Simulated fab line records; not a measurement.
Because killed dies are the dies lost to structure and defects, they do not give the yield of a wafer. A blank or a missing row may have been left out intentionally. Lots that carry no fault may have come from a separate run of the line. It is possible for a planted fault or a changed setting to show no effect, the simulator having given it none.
fab line records / flow sky130
[record] lots = 14 wafers = 42 lastDay = 50
route steps=708 shown LI_CONTACT@362
lots with no fault: from the same line, run without faults
startH: the number of hours between the record's first day and the start of the first shown wafer of the lot / waitH: hours since the lot's step before / " the same as in the row above / L1.1+2: one row covering several wafers at once / - no value, or no start was given / * or withheld: withheld / < > ~ a bound
route shown NAME@n: a module of which the file shows steps, and the number in the route of the first / usual: mean and standard deviation over wafers with no fault / same: alike in all rows / chamber/n: place in a boat / sites: the reading at each site / _std_site: standard deviation of those values / _edge_site: inner sites' mean taken away from outer sites' mean / radiusMm: how far each site lies from the wafer's centre / mask NAME#n: copy n / behind: tool/chamber where the wafer was last shaped / hold: the reason the lot was held/the length of the hold in hours/how it ended / device: transistor that didn't switch, given as n, p or np / end of line: at the end of the route, the tests of the same wafers / for a step that has no rows: nothing shown but its recipe / killed: not the wafer's yield, but the dies lost to structure and defects at the first sort / map: per-die view of a wafer (x killed, . not killed, _ where there is no die)
set.NAME: the setting the step ran with; set.NAME@STEP: the setting that earlier step ran with / model.NAME: the simulator's own value behind a step, which no gauge read
route steps across a sampled set of lots; one table per step, one row per wafer
services: the hour from which a tool's chamber was out of use, counted from the record's first day as startH (under 0 if before that day), plus the number of hours and why
[[steps]]
[step SKY_LI_CONTACT_HDPCVD_00]
[recipe] material = PSG targetThkNm = 930 sigmaOpenFrac = 0.3 timeS = 155 tempC = 600 sih4FlowSccm = 60 pressureMtorr = 6
lot.wafer=L329.1+4+6 tool=hdpcvd-02 chamber=0,0,1 startH=638.31 waitH=0.0
lot.wafer=L330.1+3+4 tool=hdpcvd-02 chamber=0,2,2 startH=649.13 waitH=0.0
lot.wafer=L331.2+5+6 tool=hdpcvd-02 chamber=0,0,2 startH=667.51 waitH=0.0
lot.wafer=L333.1+3+5 tool=hdpcvd-02 chamber=0,2,1 startH=678.86 waitH=0.0
lot.wafer=L332.1+3+6 tool=hdpcvd-01 chamber=1,2,0 startH=682.10 waitH=0.0
lot.wafer=L334.2+3+4 tool=hdpcvd-02 chamber=0,2,2 startH=686.02 waitH=0.0
lot.wafer=L335.1+2+5 tool=hdpcvd-02 chamber=0,2,1 startH=702.16 waitH=0.0
lot.wafer=L336.2+4+5 tool=hdpcvd-01 chamber=1,1,0 startH=705.66 waitH=0.0
lot.wafer=L337.2+4+6 tool=hdpcvd-02 chamber=0,1,0 startH=710.60 waitH=0.0
lot.wafer=L338.3+5+6 tool=hdpcvd-02 chamber=0,0,2 startH=721.60 waitH=0.0
lot.wafer=L346.1+3+6 tool=hdpcvd-02 chamber=2,1,1 startH=781.88 waitH=0.0
lot.wafer=L348.1+2+5 tool=hdpcvd-02 chamber=2,1,2 startH=796.26 waitH=0.0
lot.wafer=L349.3+5+6 tool=hdpcvd-01 chamber=1,2,0 startH=806.61 waitH=0.0
lot.wafer=L350.1+3+6 tool=hdpcvd-01 chamber=2,1,1 startH=819.49 waitH=0.0
[step SKY_LI_CONTACT_THK_MEAS_01]
[recipe] reads = PSG_of_LI_CONTACT_HDPCVD_00
[usual] LI_CONTACT_HDPCVD_THK = 935/10
lot.wafer=L329.1 tool=filmMetro-01 chamber=- startH=638.41 waitH=0.1 LI_CONTACT_HDPCVD_THK[nm]=913
lot.wafer=L329.4 tool=filmMetro-01 chamber=- startH=638.41 waitH=0.1 LI_CONTACT_HDPCVD_THK[nm]=915
lot.wafer=L329.6 tool=filmMetro-01 chamber=- startH=638.41 waitH=0.1 LI_CONTACT_HDPCVD_THK[nm]=942
lot.wafer=L330.1 tool=filmMetro-04 chamber=- startH=649.23 waitH=0.1 LI_CONTACT_HDPCVD_THK[nm]=917
lot.wafer=L330.3 tool=filmMetro-04 chamber=- startH=649.23 waitH=0.1 LI_CONTACT_HDPCVD_THK[nm]=918
lot.wafer=L330.4 tool=filmMetro-04 chamber=- startH=649.23 waitH=0.1 LI_CONTACT_HDPCVD_THK[nm]=927
lot.wafer=L331.2 tool=filmMetro-04 chamber=- startH=667.62 waitH=0.1 LI_CONTACT_HDPCVD_THK[nm]=919
lot.wafer=L331.5 tool=filmMetro-04 chamber=- startH=667.62 waitH=0.1 LI_CONTACT_HDPCVD_THK[nm]=922
lot.wafer=L331.6 tool=filmMetro-04 chamber=- startH=667.62 waitH=0.1 LI_CONTACT_HDPCVD_THK[nm]=936
lot.wafer=L333.1 tool=filmMetro-04 chamber=- startH=678.96 waitH=0.1 LI_CONTACT_HDPCVD_THK[nm]=929
lot.wafer=L333.3 tool=filmMetro-04 chamber=- startH=678.96 waitH=0.1 LI_CONTACT_HDPCVD_THK[nm]=923
lot.wafer=L333.5 tool=filmMetro-04 chamber=- startH=678.96 waitH=0.1 LI_CONTACT_HDPCVD_THK[nm]=951
lot.wafer=L332.1 tool=filmMetro-01 chamber=- startH=682.21 waitH=0.1 LI_CONTACT_HDPCVD_THK[nm]=931
lot.wafer=L332.3 tool=filmMetro-01 chamber=- startH=682.21 waitH=0.1 LI_CONTACT_HDPCVD_THK[nm]=926
lot.wafer=L332.6 tool=filmMetro-01 chamber=- startH=682.21 waitH=0.1 LI_CONTACT_HDPCVD_THK[nm]=946
lot.wafer=L334.2 tool=filmMetro-04 chamber=- startH=686.13 waitH=0.1 LI_CONTACT_HDPCVD_THK[nm]=931
lot.wafer=L334.3 tool=filmMetro-04 chamber=- startH=686.13 waitH=0.1 LI_CONTACT_HDPCVD_THK[nm]=934
lot.wafer=L334.4 tool=filmMetro-04 chamber=- startH=686.13 waitH=0.1 LI_CONTACT_HDPCVD_THK[nm]=939
lot.wafer=L335.1 tool=filmMetro-01 chamber=- startH=702.27 waitH=0.1 LI_CONTACT_HDPCVD_THK[nm]=927
lot.wafer=L335.2 tool=filmMetro-01 chamber=- startH=702.27 waitH=0.1 LI_CONTACT_HDPCVD_THK[nm]=931
lot.wafer=L335.5 tool=filmMetro-01 chamber=- startH=702.27 waitH=0.1 LI_CONTACT_HDPCVD_THK[nm]=941
lot.wafer=L336.2 tool=filmMetro-01 chamber=- startH=705.77 waitH=0.1 LI_CONTACT_HDPCVD_THK[nm]=933
lot.wafer=L336.4 tool=filmMetro-01 chamber=- startH=705.77 waitH=0.1 LI_CONTACT_HDPCVD_THK[nm]=929
lot.wafer=L336.5 tool=filmMetro-01 chamber=- startH=705.77 waitH=0.1 LI_CONTACT_HDPCVD_THK[nm]=941
lot.wafer=L337.2 tool=filmMetro-03 chamber=- startH=710.72 waitH=0.1 LI_CONTACT_HDPCVD_THK[nm]=925
lot.wafer=L337.4 tool=filmMetro-03 chamber=- startH=710.72 waitH=0.1 LI_CONTACT_HDPCVD_THK[nm]=927
lot.wafer=L337.6 tool=filmMetro-03 chamber=- startH=710.72 waitH=0.1 LI_CONTACT_HDPCVD_THK[nm]=924
lot.wafer=L338.3 tool=filmMetro-04 chamber=- startH=721.73 waitH=0.1 LI_CONTACT_HDPCVD_THK[nm]=931
lot.wafer=L338.5 tool=filmMetro-04 chamber=- startH=721.73 waitH=0.1 LI_CONTACT_HDPCVD_THK[nm]=921
lot.wafer=L338.6 tool=filmMetro-04 chamber=- startH=721.73 waitH=0.1 LI_CONTACT_HDPCVD_THK[nm]=940
lot.wafer=L346.1 tool=filmMetro-03 chamber=- startH=781.98 waitH=0.1 LI_CONTACT_HDPCVD_THK[nm]=1210
lot.wafer=L346.3 tool=filmMetro-03 chamber=- startH=781.98 waitH=0.1 LI_CONTACT_HDPCVD_THK[nm]=1206
lot.wafer=L346.6 tool=filmMetro-03 chamber=- startH=781.98 waitH=0.1 LI_CONTACT_HDPCVD_THK[nm]=1205
lot.wafer=L348.1 tool=filmMetro-04 chamber=- startH=796.36 waitH=0.1 LI_CONTACT_HDPCVD_THK[nm]=1204
lot.wafer=L348.2 tool=filmMetro-04 chamber=- startH=796.36 waitH=0.1 LI_CONTACT_HDPCVD_THK[nm]=1216
lot.wafer=L348.5 tool=filmMetro-04 chamber=- startH=796.36 waitH=0.1 LI_CONTACT_HDPCVD_THK[nm]=1196
lot.wafer=L349.3 tool=filmMetro-04 chamber=- startH=806.74 waitH=0.1 LI_CONTACT_HDPCVD_THK[nm]=954
lot.wafer=L349.5 tool=filmMetro-04 chamber=- startH=806.74 waitH=0.1 LI_CONTACT_HDPCVD_THK[nm]=934
lot.wafer=L349.6 tool=filmMetro-04 chamber=- startH=806.74 waitH=0.1 LI_CONTACT_HDPCVD_THK[nm]=956
lot.wafer=L350.1 tool=filmMetro-04 chamber=- startH=819.60 waitH=0.1 LI_CONTACT_HDPCVD_THK[nm]=918
lot.wafer=L350.3 tool=filmMetro-04 chamber=- startH=819.60 waitH=0.1 LI_CONTACT_HDPCVD_THK[nm]=941
lot.wafer=L350.6 tool=filmMetro-04 chamber=- startH=819.60 waitH=0.1 LI_CONTACT_HDPCVD_THK[nm]=938
[step SKY_LI_CONTACT_CMP_02]
[recipe] material = PSG downForcePsi = 4 platenRpm = 60 padVelocityMS = 0.94248
[usual] motorCurrentA = 11.6/1.1 retainingRingPressureFrac = 1.000/0.0054 slurryFlowMlMin = 150.0/0.47 timeToEndpointS = 32/3.1
lot.wafer=L329.4 tool=cmp-01 chamber=3 startH=638.47 waitH=0.0 motorCurrentA=10.6 retainingRingPressureFrac=0.999 slurryFlowMlMin=150.5 timeToEndpointS=32
lot.wafer=L329.1 tool=cmp-01 chamber=2 startH=638.47 waitH=0.0 motorCurrentA=12.1 retainingRingPressureFrac=0.998 slurryFlowMlMin=150.8 timeToEndpointS=26
lot.wafer=L329.6 tool=cmp-01 chamber=0 startH=638.47 waitH=0.0 motorCurrentA=11.3 retainingRingPressureFrac=0.995 slurryFlowMlMin=150.2 timeToEndpointS=33
lot.wafer=L330.4 tool=cmp-01 chamber=3 startH=649.29 waitH=0.0 motorCurrentA=10.6 retainingRingPressureFrac=1.006 slurryFlowMlMin=149.9 timeToEndpointS=33
lot.wafer=L330.3 tool=cmp-01 chamber=1 startH=649.29 waitH=0.0 motorCurrentA=12.2 retainingRingPressureFrac=1.000 slurryFlowMlMin=149.5 timeToEndpointS=30
lot.wafer=L330.1 tool=cmp-01 chamber=2 startH=649.29 waitH=0.0 motorCurrentA=12.2 retainingRingPressureFrac=0.997 slurryFlowMlMin=150.7 timeToEndpointS=28
lot.wafer=L331.2 tool=cmp-02 chamber=3 startH=667.67 waitH=0.0 motorCurrentA=13.7 retainingRingPressureFrac=0.996 slurryFlowMlMin=150.4 timeToEndpointS=27
lot.wafer=L331.5 tool=cmp-02 chamber=3 startH=667.67 waitH=0.0 motorCurrentA=13.7 retainingRingPressureFrac=1.007 slurryFlowMlMin=150.4 timeToEndpointS=28
lot.wafer=L331.6 tool=cmp-02 chamber=0 startH=667.67 waitH=0.0 motorCurrentA=12.6 retainingRingPressureFrac=1.003 slurryFlowMlMin=150.3 timeToEndpointS=36
lot.wafer=L333.1 tool=cmp-02 chamber=0 startH=679.02 waitH=0.1 motorCurrentA=12.3 retainingRingPressureFrac=1.004 slurryFlowMlMin=150.0 timeToEndpointS=35
lot.wafer=L333.3 tool=cmp-02 chamber=3 startH=679.02 waitH=0.1 motorCurrentA=13.6 retainingRingPressureFrac=0.999 slurryFlowMlMin=149.5 timeToEndpointS=32
lot.wafer=L333.5 tool=cmp-02 chamber=1 startH=679.02 waitH=0.1 motorCurrentA=10.1 retainingRingPressureFrac=0.990 slurryFlowMlMin=150.1 timeToEndpointS=35
lot.wafer=L332.1 tool=cmp-01 chamber=0 startH=682.32 waitH=0.1 motorCurrentA=11.3 retainingRingPressureFrac=0.985 slurryFlowMlMin=149.4 timeToEndpointS=32
lot.wafer=L332.3 tool=cmp-01 chamber=1 startH=682.32 waitH=0.1 motorCurrentA=10.9 retainingRingPressureFrac=0.999 slurryFlowMlMin=150.2 timeToEndpointS=32
lot.wafer=L332.6 tool=cmp-01 chamber=3 startH=682.32 waitH=0.1 motorCurrentA=11.0 retainingRingPressureFrac=0.990 slurryFlowMlMin=149.7 timeToEndpointS=37
lot.wafer=L334.3 tool=cmp-02 chamber=0 startH=686.23 waitH=0.1 motorCurrentA=11.5 retainingRingPressureFrac=0.994 slurryFlowMlMin=150.9 timeToEndpointS=33
lot.wafer=L334.4 tool=cmp-02 chamber=1 startH=686.23 waitH=0.1 motorCurrentA=9.6 retainingRingPressureFrac=1.008 slurryFlowMlMin=150.2 timeToEndpointS=33
lot.wafer=L334.2 tool=cmp-02 chamber=2 startH=686.23 waitH=0.1 motorCurrentA=11.0 retainingRingPressureFrac=0.997 slurryFlowMlMin=149.4 timeToEndpointS=30
lot.wafer=L335.2 tool=cmp-01 chamber=3 startH=702.33 waitH=0.0 motorCurrentA=10.7 retainingRingPressureFrac=1.002 slurryFlowMlMin=149.1 timeToEndpointS=33
lot.wafer=L335.1 tool=cmp-01 chamber=0 startH=702.33 waitH=0.0 motorCurrentA=11.2 retainingRingPressureFrac=0.994 slurryFlowMlMin=150.0 timeToEndpointS=31
lot.wafer=L335.5 tool=cmp-01 chamber=3 startH=702.33 waitH=0.0 motorCurrentA=11.0 retainingRingPressureFrac=1.003 slurryFlowMlMin=150.3 timeToEndpointS=35
lot.wafer=L336.4 tool=cmp-01 chamber=0 startH=705.82 waitH=0.0 motorCurrentA=11.9 retainingRingPressureFrac=1.013 slurryFlowMlMin=149.6 timeToEndpointS=33
lot.wafer=L336.2 tool=cmp-01 chamber=3 startH=705.82 waitH=0.0 motorCurrentA=10.9 retainingRingPressureFrac=1.009 slurryFlowMlMin=150.4 timeToEndpointS=38
lot.wafer=L336.5 tool=cmp-01 chamber=0 startH=705.82 waitH=0.0 motorCurrentA=11.1 retainingRingPressureFrac=1.005 slurryFlowMlMin=149.7 timeToEndpointS=35
lot.wafer=L337.2 tool=cmp-01 chamber=3 startH=710.82 waitH=0.1 motorCurrentA=11.2 retainingRingPressureFrac=0.998 slurryFlowMlMin=150.3 timeToEndpointS=36
lot.wafer=L337.4 tool=cmp-01 chamber=1 startH=710.82 waitH=0.1 motorCurrentA=12.0 retainingRingPressureFrac=1.002 slurryFlowMlMin=149.6 timeToEndpointS=35
lot.wafer=L337.6 tool=cmp-01 chamber=2 startH=710.82 waitH=0.1 motorCurrentA=13.1 retainingRingPressureFrac=1.007 slurryFlowMlMin=150.3 timeToEndpointS=29
lot.wafer=L338.3 tool=cmp-02 chamber=3 startH=721.92 waitH=0.2 motorCurrentA=13.9 retainingRingPressureFrac=1.003 slurryFlowMlMin=149.2 timeToEndpointS=31
lot.wafer=L338.5 tool=cmp-02 chamber=0 startH=721.92 waitH=0.2 motorCurrentA=12.1 retainingRingPressureFrac=0.997 slurryFlowMlMin=150.0 timeToEndpointS=33
lot.wafer=L338.6 tool=cmp-02 chamber=1 startH=721.92 waitH=0.2 motorCurrentA=10.1 retainingRingPressureFrac=1.005 slurryFlowMlMin=150.4 timeToEndpointS=36
lot.wafer=L346.1 tool=cmp-02 chamber=0 startH=782.09 waitH=0.1 motorCurrentA=11.5 retainingRingPressureFrac=1.002 slurryFlowMlMin=149.7 timeToEndpointS=60
lot.wafer=L346.3 tool=cmp-02 chamber=1 startH=782.09 waitH=0.1 motorCurrentA=10.0 retainingRingPressureFrac=1.004 slurryFlowMlMin=150.0 timeToEndpointS=61
lot.wafer=L346.6 tool=cmp-02 chamber=0 startH=782.09 waitH=0.1 motorCurrentA=12.2 retainingRingPressureFrac=1.003 slurryFlowMlMin=151.0 timeToEndpointS=61
lot.wafer=L348.1 tool=cmp-02 chamber=1 startH=796.52 waitH=0.1 motorCurrentA=10.0 retainingRingPressureFrac=1.002 slurryFlowMlMin=149.7 timeToEndpointS=60
lot.wafer=L348.2 tool=cmp-02 chamber=2 startH=796.52 waitH=0.1 motorCurrentA=10.6 retainingRingPressureFrac=1.002 slurryFlowMlMin=149.5 timeToEndpointS=54
lot.wafer=L348.5 tool=cmp-02 chamber=0 startH=796.52 waitH=0.1 motorCurrentA=11.5 retainingRingPressureFrac=0.993 slurryFlowMlMin=150.4 timeToEndpointS=58
lot.wafer=L349.3 tool=cmp-01 chamber=0 startH=806.93 waitH=0.2 motorCurrentA=11.0 retainingRingPressureFrac=1.003 slurryFlowMlMin=150.3 timeToEndpointS=32
lot.wafer=L349.6 tool=cmp-01 chamber=1 startH=806.93 waitH=0.2 motorCurrentA=11.5 retainingRingPressureFrac=0.997 slurryFlowMlMin=150.4 timeToEndpointS=36
lot.wafer=L349.5 tool=cmp-01 chamber=2 startH=806.93 waitH=0.2 motorCurrentA=12.3 retainingRingPressureFrac=1.001 slurryFlowMlMin=150.3 timeToEndpointS=29
lot.wafer=L350.3 tool=cmp-01 chamber=2 startH=819.66 waitH=0.0 motorCurrentA=12.5 retainingRingPressureFrac=0.998 slurryFlowMlMin=149.9 timeToEndpointS=30
lot.wafer=L350.1 tool=cmp-01 chamber=0 startH=819.66 waitH=0.0 motorCurrentA=10.7 retainingRingPressureFrac=1.001 slurryFlowMlMin=149.6 timeToEndpointS=28
lot.wafer=L350.6 tool=cmp-01 chamber=3 startH=819.66 waitH=0.0 motorCurrentA=10.2 retainingRingPressureFrac=0.987 slurryFlowMlMin=150.1 timeToEndpointS=36
[[services]]
tool=cmp-02 chamber=- startH=630.63 hours=3.8 kind=pm
tool=hdpcvd-02 chamber=- startH=650.75 hours=15.0 kind=pm
tool=hdpcvd-02 chamber=0 startH=650.75 hours=15.0 kind=ventCycle
tool=hdpcvd-02 chamber=1 startH=650.75 hours=15.0 kind=ventCycle
tool=hdpcvd-02 chamber=2 startH=650.75 hours=15.0 kind=ventCycle
tool=hdpcvd-02 chamber=0 startH=665.75 hours=- kind=clean
tool=hdpcvd-02 chamber=1 startH=665.75 hours=- kind=clean
tool=hdpcvd-02 chamber=2 startH=665.75 hours=- kind=clean
tool=cmp-02 chamber=- startH=670.11 hours=2.6 kind=repair
tool=hdpcvd-02 chamber=- startH=736.89 hours=0.7 kind=repair
tool=cmp-02 chamber=- startH=744.00 hours=4.0 kind=pm
tool=cmp-02 chamber=- startH=748.00 hours=- kind=consumableReplace:conditioner
tool=cmp-02 chamber=- startH=748.00 hours=- kind=consumableReplace:pad
tool=cmp-02 chamber=- startH=788.03 hours=1.2 kind=repair
[[key]]
[firstSign] step = SKY_LI_CONTACT_THK_MEAS_01 reading = LI_CONTACT_HDPCVD_THK direction = up sigmas = 26 usual = 935 struck = 1206
[effect] step = SKY_LI_CONTACT_CMP_02 reading = timeToEndpointS direction = up sigmas = 8.7 usual = * struck = *
metAt SKY_LI_CONTACT_HDPCVD_00
struckLots L346,L348
testerLeftOut L346,L348
onsetBetween 721.60 781.88
[fault] kind = processParameterDrift tool = hdpcvd-02 chamber = - onsetH = 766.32 steps = SKY_LI_CONTACT_HDPCVD_00 channel = targetThkNm offset = 263.13 shape = step endH = 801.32 actsIn = theseRecipesOnly stated = 930
// testerLeftOut: of these lots the tester's yield and bins aren't shown, on N5 and GAA mostly nor the transistor test; their killed dies are dies lost to structure and defects alone, not to doping, threshold or leakage, so they don't give the yield
